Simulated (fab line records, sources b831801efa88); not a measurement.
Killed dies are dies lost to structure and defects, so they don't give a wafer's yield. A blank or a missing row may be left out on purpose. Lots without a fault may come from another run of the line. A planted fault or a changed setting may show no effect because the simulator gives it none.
Which tool did it? | flow gf180mcu | 14 lots, 42 wafers sampled, at 5 steps of a route of 602

WHAT THE GAUGES READ, wafer by wafer
GF_VT_IMPLANT_OVL_MEAS_29.
lot  | measured     | on         | VT_IMPLANT_02_OVL (nm)
L297 | day 6 22:48  | overlay-01 | 0.1 -0.1 -1.3
L299 | day 7 08:57  | overlay-01 | -0.4 -2.2 -1.5
L300 | day 7 18:52  | overlay-02 | -0.9 0.7 -1.4
L301 | day 7 22:55  | overlay-01 | 1.0 1.4 0.2
L302 | day 8 05:07  | overlay-01 | -0.5 1.7 -1.6
L304 | day 8 19:40  | overlay-02 | -0.5 -1.1 -1.1
L305 | day 9 00:27  | overlay-01 | -2.7 -1.3 -2.7
L306 | day 9 07:04  | overlay-01 | -1.3 0.3 -0.9
L307 | day 9 14:46  | overlay-02 | -0.6 1.3 0.3
L308 | day 9 20:40  | overlay-02 | -0.6 -0.5 0.4
L309 | day 10 02:55 | overlay-02 | -2.7 -2.2 -1.3
L312 | day 10 22:48 | overlay-01 | 0.9 1.1 -1.2
L316 | day 12 01:52 | overlay-01 | -1.5 -1.5 -1.3
L319 | day 12 22:07 | overlay-01 | -1.1 -0.6 1.3

GF_VT_IMPLANT_TW_MEAS_43.
lot  | measured     | on            | VT_IMPLANT_4_TW
L297 | day 7 14:50  | film_metro-04 | 698 700 697
L299 | day 8 01:21  | film_metro-02 | 686 681 686
L300 | day 8 11:30  | film_metro-02 | 681 688 683
L301 | day 8 15:59  | film_metro-02 | 689 688 684
L302 | day 8 22:09  | film_metro-03 | 687 686 688
L304 | day 9 13:15  | film_metro-03 | 682 685 684
L305 | day 9 17:48  | film_metro-04 | 697 695 697
L306 | day 10 00:27 | film_metro-02 | 683 683 681
L307 | day 10 08:48 | film_metro-02 | 682 684 684
L308 | day 10 15:41 | film_metro-04 | 694 699 699
L309 | day 10 21:51 | film_metro-02 | 684 682 682
L312 | day 11 18:00 | film_metro-04 | 693 691 693
L316 | day 12 21:39 | film_metro-04 | 693 694 690
L319 | day 13 19:14 | film_metro-03 | 690 694 689

GF_VT_IMPLANT_RS_MEAS_48: measures by four-point-probe.
lot  | measured     | on            | LVPWELL_RS (ohm/sq)
L297 | day 7 15:17  | film_metro-04 | 1196 1199 1197
L299 | day 8 01:48  | film_metro-01 | 1199 1199 1200
L300 | day 8 11:58  | film_metro-02 | 1196 1196 1196
L301 | day 8 16:26  | film_metro-04 | 1195 1191 1192
L302 | day 8 22:37  | film_metro-01 | 1194 1195 1194
L304 | day 9 13:43  | film_metro-02 | 1193 1191 1194
L305 | day 9 18:15  | film_metro-02 | 1192 1192 1191
L306 | day 10 00:55 | film_metro-02 | 1189 1191 1186
L307 | day 10 09:15 | film_metro-01 | 1200 1201 1200
L308 | day 10 16:11 | film_metro-04 | 1196 1194 1196
L309 | day 10 22:19 | film_metro-02 | 1187 1194 1196
L312 | day 11 18:27 | film_metro-02 | 1193 1194 1190
L316 | day 12 22:07 | film_metro-02 | 1195 1195 1199
L319 | day 13 19:41 | film_metro-02 | 1188 1192 1194

GF_DUAL_GATE_THK_MEAS_03.
lot  | measured     | on            | DUAL_GATE_OXIDATION_00_THK (nm)
L297 | day 7 17:10  | film_metro-01 | 10.97 11.17 11.10
L299 | day 8 04:55  | film_metro-03 | 11.13 11.00 10.97
L300 | day 8 16:06  | film_metro-01 | 10.90 10.70 10.72
L301 | day 8 19:40  | film_metro-03 | 10.63 10.41 10.66
L302 | day 9 03:10  | film_metro-01 | 10.69 10.78 10.67
L304 | day 9 16:02  | film_metro-03 | 10.78 10.60 10.59
L305 | day 9 20:53  | film_metro-04 | 10.65 10.63 10.76
L306 | day 10 02:46 | film_metro-04 | 10.74 10.74 10.90
L307 | day 10 12:13 | film_metro-03 | 10.97 10.85 10.78
L308 | day 10 18:16 | film_metro-04 | 10.75 10.79 10.64
L309 | day 11 00:14 | film_metro-04 | 11.25 11.20 11.13
L312 | day 11 20:25 | film_metro-04 | 9.17 9.38 9.10
L316 | day 12 23:58 | film_metro-01 | 9.47 9.46 9.42
L319 | day 13 22:23 | film_metro-01 | 10.71 10.71 10.95

WHICH TOOL RAN EACH LOT (tool, then ch and the chambers of the sampled wafers, then the start)
lot  | GF_DUAL_GATE_OXIDATION_02
L297 | furnace-01 ch 0, day 7 15:43
L299 | furnace-01 ch 0, day 8 03:28
L300 | furnace-01 ch 0, day 8 14:38
L301 | furnace-02 ch 0, day 8 18:13
L302 | furnace-01 ch 0, day 9 01:42
L304 | furnace-01 ch 0, day 9 14:35
L305 | furnace-02 ch 0, day 9 19:26
L306 | furnace-02 ch 0, day 10 01:19
L307 | furnace-02 ch 0, day 10 10:46
L308 | furnace-02 ch 0, day 10 16:50
L309 | furnace-02 ch 0, day 10 22:46
L312 | furnace-02 ch 0, day 11 18:58
L316 | furnace-02 ch 0, day 12 22:31
L319 | furnace-01 ch 0, day 13 20:56
- GF_DUAL_GATE_OXIDATION_02: stabilise 600 s, purge 300 s, target thk 10.887 nm.

WHAT THE TOOLS THEMSELVES READ (means of the sampled wafers that have a number; where no wafer has one, the mark that the record gives instead)
GF_DUAL_GATE_OXIDATION_02.
lot  | tool       | spike_tc_top_C (C)
L297 | furnace-01 | 919
L299 | furnace-01 | 918
L300 | furnace-01 | 918
L301 | furnace-02 | 909
L302 | furnace-01 | 918
L304 | furnace-01 | 919
L305 | furnace-02 | 910
L306 | furnace-02 | 909
L307 | furnace-02 | 909
L308 | furnace-02 | 910
L309 | furnace-02 | 910
L312 | furnace-02 | 910
L316 | furnace-02 | 909
L319 | furnace-01 | 918

THE ANSWER, worked out from the rows above alone
Rule: what is usual is taken from the lots themselves. Put in order of their means at a reading, lots are off if they are a third of the lots or fewer, leave a main group of 4 or more, and stand apart from it by a gap of 3 or more times the standard deviation of the main group's means; of several such gaps the widest counts. A main group whose means are all the same, to the digits that the tables above print for the reading, isn't used. A lot without any number at a reading at which 4 lots or more have one is off too. The other lots that the step has rows for count as sound. The gauges are gone through in route order, then the tools' own readings, and for those a lot's mean is taken as printed above. The first step at which some lot is off is used, and at that step the reading that is off furthest; a lot without a number counts as furthest.
Off: L312, L316, at GF_DUAL_GATE_THK_MEAS_03 (DUAL_GATE_OXIDATION_00_THK). The main group: mean 10.82 nm, standard deviation 0.18.
A tool fits if, at a process step before that reading, it ran every lot that is off, and no sound lot after the first of them. The gauges at GF_DUAL_GATE_THK_MEAS_03 are tried like those tools. One fits: furnace-02 at GF_DUAL_GATE_OXIDATION_02. Its last sound lot is L309 (day 10 22:46), its first lot that is off L312 (day 11 18:58): a fault that began between those two fits.

WHAT THE SIMULATOR HAD PUT IN
Process parameter drift: furnace-02, from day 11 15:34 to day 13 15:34, at GF_DUAL_GATE_OXIDATION_02. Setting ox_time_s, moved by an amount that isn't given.
Lots struck among those shown: L312, L316. The rule above found the same.
